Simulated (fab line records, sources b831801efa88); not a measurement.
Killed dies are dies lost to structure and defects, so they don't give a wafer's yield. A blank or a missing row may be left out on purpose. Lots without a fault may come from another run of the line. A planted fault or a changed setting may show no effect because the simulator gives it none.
Problem report in the 8D (eight disciplines) form, filled by code | flow gf180mcu | the parts of the form that need people (team, actions taken, sign-off) are left out

1. THE PROBLEM
V2_W_RS at GF_V2_RS_MEAS_24 reads a mean of 0.574 ohm/sq on 9 wafers of 3 lots; wafers without a fault read 0.326 ohm/sq with a standard deviation of 0.0033. That is +75 standard deviations from the usual mean.
The step: measures by four-point-probe.
First seen on wafer L269.1, day 24 13:10, on film_metro-04. The record holds 42 wafers of 14 lots with a number at this step. Rule for "out", or "out of limits": more than 4 standard deviations from the usual mean. The other wafers with a number count as sound.

2. WHAT IT IS AND WHAT IT IS NOT
question                    | is                     | is not
which readings at this step | V2_W_RS                | -
which lots                  | L269, L270, L271       | L259, L262, L264, L266, L267, L268, L278, L279, L280, L281, L282
which wafers of those lots  | all that have a number | -
read on which gauges        | film_metro-04          | film_metro-01, film_metro-02
when                        | from day 24 13:10      | up to then (18 sound wafers); but 15 sound wafers of L278, L279, L280, L281, L282 came after

3. SUSPECTS, AND WHAT RULES EACH OUT
Counting: a tool at a process step up to the reading stays a suspect if it ran every lot that is out and no sound lot after the first of them.
- the gauge at GF_V2_RS_MEAS_24: kept. All the wafers that are out were read on film_metro-04, and no step on other tools shows them out.
- cmp-01 at GF_V2_CMP_04 (polishes SiO2): ruled out as a lasting fault. Sound lots L278, L280, L281 ran on it after its first lot that is out, L269 (day 23 13:09).
- cvd_w-02 at GF_V2_CVD_23 (deposits W, target thk 350 nm, time 104.94 s): ruled out as a lasting fault. Sound lots L278, L280, L281, L282 ran on it after its first lot that is out, L269 (day 24 13:02).
Left after counting: film_metro-04 at GF_V2_RS_MEAS_24.

4. THE CAUSE (what the simulator had put in)
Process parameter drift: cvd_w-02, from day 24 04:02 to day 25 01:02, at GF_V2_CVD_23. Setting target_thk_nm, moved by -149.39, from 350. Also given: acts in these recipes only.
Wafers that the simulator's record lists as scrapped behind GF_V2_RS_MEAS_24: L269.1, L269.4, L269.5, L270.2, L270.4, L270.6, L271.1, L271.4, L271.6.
Counting ruled it out, wrongly: the rule takes a fault to strike every lot that its tool runs from its start on, and this one did not.

5. THE CHAIN OF EFFECTS, in route order
Each row: a reading whose mean over the struck wafers that have a number lies more than 3 standard deviations from the usual. Only readings for which the record gives a usual standard deviation are gone through. hours: the time from each lot's start at the first step in this table that gives one to its start at this step, as a median over the lots. sigmas: the change in usual standard deviations.
hours | step             | reading | usual        | on struck wafers | change | sigmas
0     | GF_V2_RS_MEAS_24 | V2_W_RS | 0.326 ohm/sq | 0.574            | +0.248 | +75

6. WHAT WOULD HAVE CAUGHT IT SOONER
In this record the first reading out of limits at a measuring or inspecting step was taken at day 24 13:10, 9 hours after the fault began at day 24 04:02.
Of the tool readings at GF_V2_CVD_23 for which the record gives a usual standard deviation, none was out on any struck wafer, so an alarm limit of 4 standard deviations on them would not have fired.
